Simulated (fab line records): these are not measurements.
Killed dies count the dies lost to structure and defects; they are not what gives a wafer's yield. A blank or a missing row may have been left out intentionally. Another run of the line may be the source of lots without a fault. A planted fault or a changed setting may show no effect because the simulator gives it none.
The tool behind it: which one?    flow gf180mcu    12 lots with 36 wafers sampled at 5 steps, on a route of 602 steps

WHAT THE GAUGES SHOWED, per wafer
GF_V3_THK_MEAS_01.
lot   measured      on             V3_CVD_00_THK (nm)
L867  day 21 08:11  film metro-04  602 593 595
L868  day 21 17:40  film metro-01  606 603 610
L869  day 22 01:50  film metro-04  607 602 607
L870  day 22 16:14  film metro-01  596 606 599
L872  day 23 08:05  film metro-04  614 601 601
L874  day 23 23:16  film metro-04  580 598 597
L875  day 24 10:07  film metro-02  599 583 597
L877  day 25 08:37  film metro-01  600 601 586
L878  day 25 13:37  film metro-01  601 590 591
L879  day 26 13:50  film metro-04  501 506 505
L880  day 26 21:32  film metro-02  513 504 515
L890  day 29 02:24  film metro-04  590 589 592

GF_V3_THK_MEAS_03.
lot   measured      on             V3_CVD_02_THK (nm)
L867  day 21 08:19  film metro-02  841 857 862
L868  day 21 17:48  film metro-02  849 864 853
L869  day 22 01:58  film metro-01  847 858 876
L870  day 22 16:25  film metro-04  848 863 854
L872  day 23 08:13  film metro-01  859 878 880
L874  day 23 23:23  film metro-01  849 884 870
L875  day 24 10:17  film metro-04  844 851 857
L877  day 25 08:44  film metro-01  847 862 847
L878  day 25 13:46  film metro-04  827 852 854
L879  day 26 13:58  film metro-02  852 871 871
L880  day 26 21:40  film metro-04  877 886 879
L890  day 29 02:32  film metro-01  834 855 861

GF_V3_BOW_MEAS_05.
lot   measured      on             V3_BOW (um)
L867  day 21 08:41  film metro-04  129 108 123
L868  day 21 18:10  film metro-04  106 119 134
L869  day 22 02:20  film metro-01  116 115 113
L870  day 22 16:47  film metro-04  101 108 112
L872  day 23 08:35  film metro-02  120 116 107
L874  day 23 23:45  film metro-02  103 113 109
L875  day 24 10:38  film metro-04  115 120 102
L877  day 25 09:06  film metro-04  113 113 119
L878  day 25 14:12  film metro-04  144 131 123
L879  day 26 14:20  film metro-02  111 115 111
L880  day 26 22:01  film metro-02  106 106 109
L890  day 29 02:53  film metro-01  127 123 123

WHICH TOOL RAN EACH LOT (tool, then ch and the chambers of the sampled wafers, then the start)
lot   GF_V2_STRIP_18                        GF_V3_CVD_00
L867  plasma asher-04 ch 0,1, day 20 06:13  hdpcvd-02 ch 1,2, day 21 08:05
L868  plasma asher-04 ch 0,1, day 20 15:01  hdpcvd-01 ch 0,2, day 21 17:34
L869  plasma asher-03 ch 0,1, day 20 23:50  hdpcvd-02 ch 0,1, day 22 01:46
L870  plasma asher-03 ch 0,1, day 21 14:17  hdpcvd-02 ch 0,1,2, day 22 16:10
L872  plasma asher-03 ch 0,1, day 22 06:36  hdpcvd-02 ch 0,2, day 23 08:01
L874  plasma asher-04 ch 0,1, day 22 22:22  hdpcvd-01 ch 0,1,2, day 23 23:11
L875  plasma asher-01 ch 0, day 23 08:17    hdpcvd-01 ch 1,2, day 24 10:03
L877  plasma asher-04 ch 0,1, day 24 07:55  hdpcvd-01 ch 1,2, day 25 08:31
L878  plasma asher-04 ch 0,1, day 24 13:08  hdpcvd-02 ch 0,1,2, day 25 13:32
L879  plasma asher-03 ch 0,1, day 25 13:50  hdpcvd-01 ch 0,1,2, day 26 13:46
L880  plasma asher-03 ch 1, day 25 22:13    hdpcvd-01 ch 1,2, day 26 21:28
L890  plasma asher-03 ch 0,1, day 28 04:08  hdpcvd-02 ch 0,1,2, day 29 02:20
- GF_V2_STRIP_18: strips in O2/N2.
- GF_V3_CVD_00: deposits SiO2, target thk 600 nm, time 100 s.

WHAT THE TOOLS THEMSELVES READ (means of the sampled wafers that have a number; where no wafer has one, the mark that the record gives instead)
GF_V2_STRIP_18.
lot   tool             drypump motor current A (A)  heater power w (W)  n2 flow sccm (sccm)  oes product au (a.u.)
L867  plasma asher-04  5.8                          364                 300.8                0.594
L868  plasma asher-04  5.6                          363                 300.4                0.593
L869  plasma asher-03  6.1                          357                 301.3                0.600
L870  plasma asher-03  6.0                          356                 300.3                0.594
L872  plasma asher-03  5.8                          363                 300.7                0.595
L874  plasma asher-04  5.8                          359                 299.4                0.594
L875  plasma asher-01  5.6                          324                 299.8                0.592
L877  plasma asher-04  5.8                          362                 299.6                0.590
L878  plasma asher-04  5.8                          366                 299.5                0.593
L879  plasma asher-03  6.0                          353                 299.5                0.595
L880  plasma asher-03  6.3                          352                 299.7                0.592
L890  plasma asher-03  5.8                          356                 300.0                0.594

GF_V3_CVD_00.
lot   tool       sih4 flow sccm (sccm)
L867  hdpcvd-02  60.12
L868  hdpcvd-01  60.00
L869  hdpcvd-02  60.00
L870  hdpcvd-02  60.09
L872  hdpcvd-02  59.98
L874  hdpcvd-01  59.95
L875  hdpcvd-01  59.90
L877  hdpcvd-01  59.71
L878  hdpcvd-02  59.97
L879  hdpcvd-01  51.18
L880  hdpcvd-01  51.02
L890  hdpcvd-02  59.98

THE ANSWER, worked out from the rows above alone
Rule: the lots themselves supply what counts as usual. Put in order of their means at a reading, lots are off if they are a third of the lots or fewer, leave a main group of 4 or more, and stand apart from it by a gap of 3 or more times the standard deviation of the main group's means; of several such gaps the widest counts. A main group is skipped when, at the precision printed for the reading in the tables above, its means are all equal. A lot without any number at a reading at which 4 lots or more have one is off too. Any other lot the step has rows for is counted as sound. First the gauges in route order, then the tools' own readings, where a lot's mean is used as printed above. The first step at which some lot is off is used, and at that step the reading that is off furthest; a lot without a number counts as furthest.
Off: at GF_V3_THK_MEAS_01 (V3_CVD_00_THK), L879, L880. For the main group the mean is 598 nm and the standard deviation 5.7.
If a tool, at a process step before that reading, ran all the lots that are off and no sound lot after the first of them, it fits. Not tried: the gauges at GF_V3_THK_MEAS_01; whatever is off there is also off at GF_V3_CVD_00, on other tools, and gauge error can't account for it. One fits: hdpcvd-01 at GF_V3_CVD_00. A fault onset in the window from L877 (day 25 08:31, its last sound lot) to L879 (day 26 13:46, its first lot off) fits.
On the lots that are off, the tool's own readings at GF_V3_CVD_00 differ by more than 5 times the standard deviation of the sound lots' means, which bears it out; sih4 flow sccm reads 51.10 sccm there versus 59.97 sccm on the sound lots.

WHAT THE SIMULATOR HAD PUT IN
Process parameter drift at GF_V3_CVD_00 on hdpcvd-01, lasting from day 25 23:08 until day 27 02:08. The setting sih4 flow sccm was moved by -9, starting from 60. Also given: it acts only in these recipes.
Lots struck among those shown: L879, L880. The rule above reached the same finding.
